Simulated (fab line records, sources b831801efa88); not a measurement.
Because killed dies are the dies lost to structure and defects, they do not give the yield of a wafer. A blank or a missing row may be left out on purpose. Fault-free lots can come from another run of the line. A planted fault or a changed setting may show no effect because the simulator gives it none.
Comparing a struck lot with a sound one	flow gf180mcu	44 steps out of a route of 602
Sound: these wafers, L332.1, L332.3, L332.6. Struck: wafers L341.1, L341.6. (L341.4 of the same lot was not struck and is left out.) The cause comes at the end.
Order at every step that has rows: each side's tool, ch and its chambers, its first start. Under that, the readings that differ: sound wafers	struck wafers	difference of the means	sigmas: that difference in standard deviations of wafers without a fault.
alike: a reading whose means differ by less than 2 such deviations, as well as words and numbers matching on both sides. not compared: withheld readings; readings where some wafer has no value; bounds like >300 that might hide an equal value; numbers whose values overlap and for which the record gives no deviation.
A row with sigmas, a row that says differs or no value, or rows on one side alone: a step with any of these is where the two part. When numbers do not overlap yet have no deviation, they are printed without sigmas and do not part them. A reading missing from all wafers of one side parts the sides only when that side holds two or more wafers.

first, 2 steps without rows for these wafers: GF_V2_STRIP_19 (strips in post etch residue remover, time 1200 s); GF_V2_CLEAN_20 (cleans in DIW).
GF_V2_SPUTTER_21: material Ti, target thk 15 nm, time 80.02 s.
  struck on pvd sputter-04, day 25 11:40; sound on pvd sputter-04, day 22 11:10
  alike: throttle valve pct
then, 2 steps without rows for these wafers: GF_V2_SPUTTER_22 (material TiN, target thk 10 nm, time 40 s); GF_V2_CVD_23 (deposits W, target thk 350 nm, time 104.94 s).
GF_V2_RS_MEAS_24: measurement is done with a four-point probe.
  struck on film metro-01, day 25 11:53; sound on film metro-01, day 22 11:23
  alike: V2_W_RS
GF_V2_THK_MEAS_25: measures by xrf.
  struck on film metro-01, day 25 12:00; sound on film metro-01, day 22 11:31
  alike: V2_W_THK
then, 2 steps without rows for these wafers: GF_V2_CMP_26 (polishes, stops on SiO2, t overpolish 15 s, target thk 0 nm); GF_M3_SPUTTER_00 (material Ti, target thk 37.5 nm, time 150 s).
GF_M3_SPUTTER_01: material TiN, target thk 30 nm, time 25 s.
  struck on pvd sputter-02, day 25 12:28; sound on pvd sputter-02, day 22 11:58
  alike: throttle valve pct
then, 1 step without rows for these wafers: GF_M3_SPUTTER_02 (material AlCu, target thk 450 nm, time 23.9 s).
GF_M3_SPUTTER_03: material Ti, target thk 10 nm, time 6.7 s.
  struck on pvd sputter-02, day 25 12:31; sound on pvd sputter-02, day 22 12:02
  alike: throttle valve pct
GF_M3_SPUTTER_04: material TiN, target thk 50 nm, time 41.7 s.
  struck on pvd sputter-02, day 25 12:32; sound on pvd sputter-02, day 22 12:03
  alike: throttle valve pct
  not compared: model.TiN_of_M3_SPUTTER_04.thk nm
GF_M3_RS_MEAS_05: measurement is done with a four-point probe.
  struck on film metro-03, day 25 12:35; sound on film metro-04, day 22 12:05
  alike: M3_ALCU_RS
GF_M3_THK_MEAS_06: measures by xrf.
  struck on film metro-03, day 25 12:42; sound on film metro-04, day 22 12:13
  alike: M3_ALCU_THK
then, 7 steps without rows for these wafers: GF_M3_DEHYDRATE_07 (time 60 s); GF_M3_HMDS_08 (prime time 60 s); GF_M3_COAT_09 (resist thk 1000 nm); GF_M3_SOFTBAKE_10 (time 60 s); GF_M3_EXPOSE_11 (exposes mask Metal3, target cd 280 nm); GF_M3_PEB_12 (peb time 90 s); GF_M3_DEVELOP_13 (develop time 60 s).
GF_M3_CD_MEAS_14: target cd 280 nm.
  struck on cd sem-02, day 26 09:23; sound on cd sem-02, day 23 10:08
  alike: cd nm
GF_M3_OVL_MEAS_15:
  struck on overlay-01, day 26 09:31; sound on overlay-01, day 23 10:16
  alike: M3_OVL
GF_M3_METAL_ETCH_16: etches the open film in Cl2/BCl3, stops on SiO2, target depth 627.5 nm, time 104.6 s.
  sound on rie metal-02 ch 1, day 23 10:17; struck on rie metal-02 ch 1, day 26 09:32
  alike: bias w, drypump motor current A, oes product au, throttle valve pct
  not compared: rf hours counter h
GF_M3_STRIP_17: strips in O2/N2.
  sound on plasma asher-04 ch 0,1, day 23 10:31; struck on plasma asher-03 ch 0,1, day 26 09:39
  alike: drypump motor current A, heater power w, oes product au, strip time to endpoint s
  not compared: rf hours counter h
then, 3 steps without rows for these wafers: GF_M3_STRIP_18 (strips in post etch residue remover, time 1200 s); GF_M3_CLEAN_19 (cleans in DIW); GF_V3_CVD_00 (deposits SiO2, target thk 600 nm, time 100 s).
GF_V3_THK_MEAS_01:
  struck on film metro-02, day 26 10:16; sound on film metro-03, day 23 11:07
  alike: V3_CVD_00_THK
then, 1 step without rows for these wafers: GF_V3_CVD_02 (deposits SiO2 from TEOS, target thk 850 nm, time 94.851 s).
GF_V3_THK_MEAS_03:
  struck on film metro-04, day 26 10:24; sound on film metro-03, day 23 11:15
  alike: V3_CVD_02_THK
then, 1 step without rows for these wafers: GF_V3_CMP_04 (polishes SiO2).
GF_V3_BOW_MEAS_05:
  struck on film metro-02, day 26 10:46; sound on film metro-02, day 23 11:53
reading	sound	struck	difference	sigmas
V3_BOW (um)	130 125 140	103 107	-27	-3
then, 8 steps without rows for these wafers: GF_V3_DEHYDRATE_06 (time 60 s); GF_V3_HMDS_07 (prime time 60 s); GF_V3_COAT_08; GF_V3_COAT_09 (resist thk 1000 nm); GF_V3_SOFTBAKE_10 (time 60 s); GF_V3_EXPOSE_11 (exposes mask Via3, target cd 260 nm); GF_V3_PEB_12 (peb time 90 s); GF_V3_DEVELOP_13 (develop time 60 s).
GF_V3_STRIP_19: strips in post etch residue remover, time 1200 s.
  sound on wet bench-04 ch 0, day 24 10:37; struck on wet bench-01 ch 3, day 27 07:52
  alike: bath guard temp C, bath heat duty pct
  not compared: model.TiN_of_M3_SPUTTER_04.thk nm
-- the record jumps here: 6 days lie between the struck wafers' starts before and after (it left off in module V3 and takes up again in module PASSIVATION, whose first step shown is number 602 of the route) --
GF_PASSIVATION_PROBE_99:
  the record has rows for the struck wafers here (prober-02, day 33 01:43) and none for the sound ones

WHERE THEY PART
Last at GF_PASSIVATION_PROBE_99 as far as this record goes, first at GF_V3_BOW_MEAS_05.

WHY: what the simulator had put in
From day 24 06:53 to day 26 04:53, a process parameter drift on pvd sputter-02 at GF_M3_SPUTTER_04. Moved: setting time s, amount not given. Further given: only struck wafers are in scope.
